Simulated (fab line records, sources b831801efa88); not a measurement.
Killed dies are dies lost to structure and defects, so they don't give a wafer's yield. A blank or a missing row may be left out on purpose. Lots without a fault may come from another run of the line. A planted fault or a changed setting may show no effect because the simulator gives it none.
Which tool did it? | flow sky130 | 10 lots, 28 wafers sampled, at 5 steps of a route of 708

WHAT THE GAUGES READ, wafer by wafer
SKY_VIA1_BOW_MEAS_03.
lot  | measured     | on            | VIA1_BOW (um)
L938 | day 34 11:58 | film_metro-03 | 86 84 79
L940 | day 34 20:15 | film_metro-02 | 77 80 74
L946 | day 35 12:55 | film_metro-02 | 80 71 - -
L948 | day 35 14:58 | film_metro-04 | 82 75 - -
L952 | day 40 22:40 | film_metro-04 | 83 75 92
L957 | day 41 11:45 | film_metro-03 | 83 75 75
L956 | day 41 12:25 | film_metro-04 | 88 86 95
L958 | day 41 14:45 | film_metro-03 | 86 78 86
L954 | day 41 16:40 | film_metro-04 | 95 85 68
L961 | day 41 19:55 | film_metro-02 | 84 80 82

WHICH TOOL RAN EACH LOT (tool, then ch and the chambers of the sampled wafers, then the start)
lot  | SKY_CONTACT_ETCH_16                | SKY_METAL1_ETCH_18                | SKY_METAL1_STRIP_20                  | SKY_VIA1_CMP_02
L938 | rie_diel-03 ch 0,2, day 33 05:08   | rie_metal-04 ch 0,1, day 34 10:46 | plasma_asher-03 ch 0,1, day 34 10:55 | cmp-02 ch 0,3, day 34 11:40
L940 | rie_diel-03 ch 0,2, day 33 15:06   | rie_metal-04 ch 0,1, day 34 19:01 | plasma_asher-02 ch 1, day 34 19:10   | cmp-02 ch 0,2,3, day 34 19:56
L946 | rie_diel-03 ch 1,3, day 34 06:39   | rie_metal-01 ch 1, day 35 11:41   | plasma_asher-01 ch 0,1, day 35 11:50 | cmp-01 ch 0,2, day 35 12:37
L948 | rie_diel-01 ch 0,2, day 34 09:09   | rie_metal-02 ch 0,1, day 35 13:41 | plasma_asher-01 ch 0,1, day 35 13:50 | cmp-01 ch 0,2, day 35 14:49
L952 | rie_diel-01 ch 0,1,2, day 39 17:36 | rie_metal-02 ch 0, day 40 21:26   | plasma_asher-01 ch 0,1, day 40 21:35 | cmp-02 ch 0,2,3, day 40 22:24
L957 | rie_diel-01 ch 0,1,2, day 40 06:39 | rie_metal-02 ch 0,1, day 41 10:32 | plasma_asher-03 ch 0,1, day 41 10:41 | cmp-01 ch 0,2,3, day 41 11:27
L956 | rie_diel-04 ch 0,1,2, day 40 07:18 | rie_metal-04 ch 0,1, day 41 11:13 | plasma_asher-01 ch 0,1, day 41 11:22 | cmp-01 ch 0,1,2, day 41 12:07
L958 | rie_diel-03 ch 0,3, day 40 10:27   | rie_metal-04 ch 0,1, day 41 13:32 | plasma_asher-01 ch 0,1, day 41 13:41 | cmp-01 ch 0,3, day 41 14:27
L954 | rie_diel-03 ch 1,2,3, day 40 11:47 | rie_metal-01 ch 0,1, day 41 15:28 | plasma_asher-03 ch 0,1, day 41 15:37 | cmp-01 ch 0,2,3, day 41 16:22
L961 | rie_diel-04 ch 0,1,2, day 40 15:27 | rie_metal-01 ch 0,1, day 41 18:43 | plasma_asher-03 ch 0,1, day 41 18:52 | cmp-01 ch 1,2,3, day 41 19:37
- SKY_CONTACT_ETCH_16: etches BARC in N2/H2, stops on SiO2, time 45.9 s, target depth 60 nm.
- SKY_METAL1_ETCH_18: etches BARC in N2/H2, stops on SiO2, time 45.9 s, target depth 60 nm.
- SKY_METAL1_STRIP_20: strips in O2/N2.
- SKY_VIA1_CMP_02: polishes SiO2.

THE ANSWER, worked out from the rows above alone
Rule: what is usual is taken from the lots themselves. Put in order of their means at a reading, lots are off if they are a third of the lots or fewer, leave a main group of 4 or more, and stand apart from it by a gap of 3 or more times the standard deviation of the main group's means; of several such gaps the widest counts. A main group whose means are all the same, to the digits that the tables above print for the reading, isn't used. A lot without any number at a reading at which 4 lots or more have one is off too. The other lots that the step has rows for count as sound.
No lot is off at any reading shown: from this, nothing can be told.

WHAT THE SIMULATOR HAD PUT IN
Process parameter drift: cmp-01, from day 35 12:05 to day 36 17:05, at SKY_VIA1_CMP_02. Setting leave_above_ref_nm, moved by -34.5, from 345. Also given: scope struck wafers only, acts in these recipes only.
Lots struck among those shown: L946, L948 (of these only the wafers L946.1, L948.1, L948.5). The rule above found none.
